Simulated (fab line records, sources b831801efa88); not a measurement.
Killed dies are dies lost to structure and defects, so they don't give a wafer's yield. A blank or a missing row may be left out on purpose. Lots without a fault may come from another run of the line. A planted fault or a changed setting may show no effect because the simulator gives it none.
Chamber matching | flow gf180mcu | GF_POLY_GATE_ETCH_13 on rie_si-01: 4 sister chambers
The step etches poly-Si in HBr/Cl2, stops on SiO2, target depth 198.5 nm, time 69.6 s. 8 wafers are shown with their chamber, then 7 later ones without.

WAFERS WITH THEIR CHAMBER
wafer  | chamber | oes_product_au (a.u.) | throttle_valve_pct (%)
L877.3 | 0       | 0.980                 | 33.675
L878.1 | 3       | 0.977                 | 33.678
L878.2 | 1       | 0.984                 | 33.680
L891.2 | 0       | 0.989                 | 33.699
L891.3 | 3       | 0.988                 | 33.671
L891.4 | 2       | 0.987                 | 33.690
L892.2 | 2       | 0.983                 | 33.662
L892.5 | 1       | 0.999                 | 33.676

WAFERS WITHOUT THEIR CHAMBER
wafer  | oes_product_au (a.u.) | throttle_valve_pct (%)
L892.6 | 1.001                 | 33.680
L894.2 | 0.983                 | 33.686
L894.3 | 0.996                 | 33.693
L894.4 | 0.988                 | 33.674
L896.3 | 0.993                 | 33.688
L896.5 | 0.992                 | 33.678
L896.6 | 0.988                 | 33.680

WHICH CHAMBER EACH WENT THROUGH
wafer  | from the rows above               | in truth
L892.6 | can't be placed: 1 or 2 or 0 or 3 | 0
L894.2 | can't be placed: 0 or 2 or 3 or 1 | 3
L894.3 | can't be placed: 1 or 0 or 2 or 3 | 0
L894.4 | can't be placed: 2 or 1 or 3 or 0 | 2
L896.3 | can't be placed: 1 or 0 or 2 or 3 | 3
L896.5 | can't be placed: 1 or 2 or 0 or 3 | 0
L896.6 | can't be placed: 1 or 2 or 0 or 3 | 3
Placed correctly: 0 of 7. Can't be placed from these rows: 7 (the true chamber is among the candidates in 7). Placed wrongly: 0.
How it was worked out, from the rows above alone: a wafer's distance from a chamber is the root of the sum, over the readings, of the square of ((its reading less the chamber's mean) divided by the reading's scatter). The wafer belongs to the nearest chamber; if the next one is less than 2 further off, it can't be placed. A chamber's mean is the mean of its shown wafers. The scatter: the root of (the sum of the squares of (reading less its chamber's mean) over the shown wafers, divided by (wafers less chambers)).
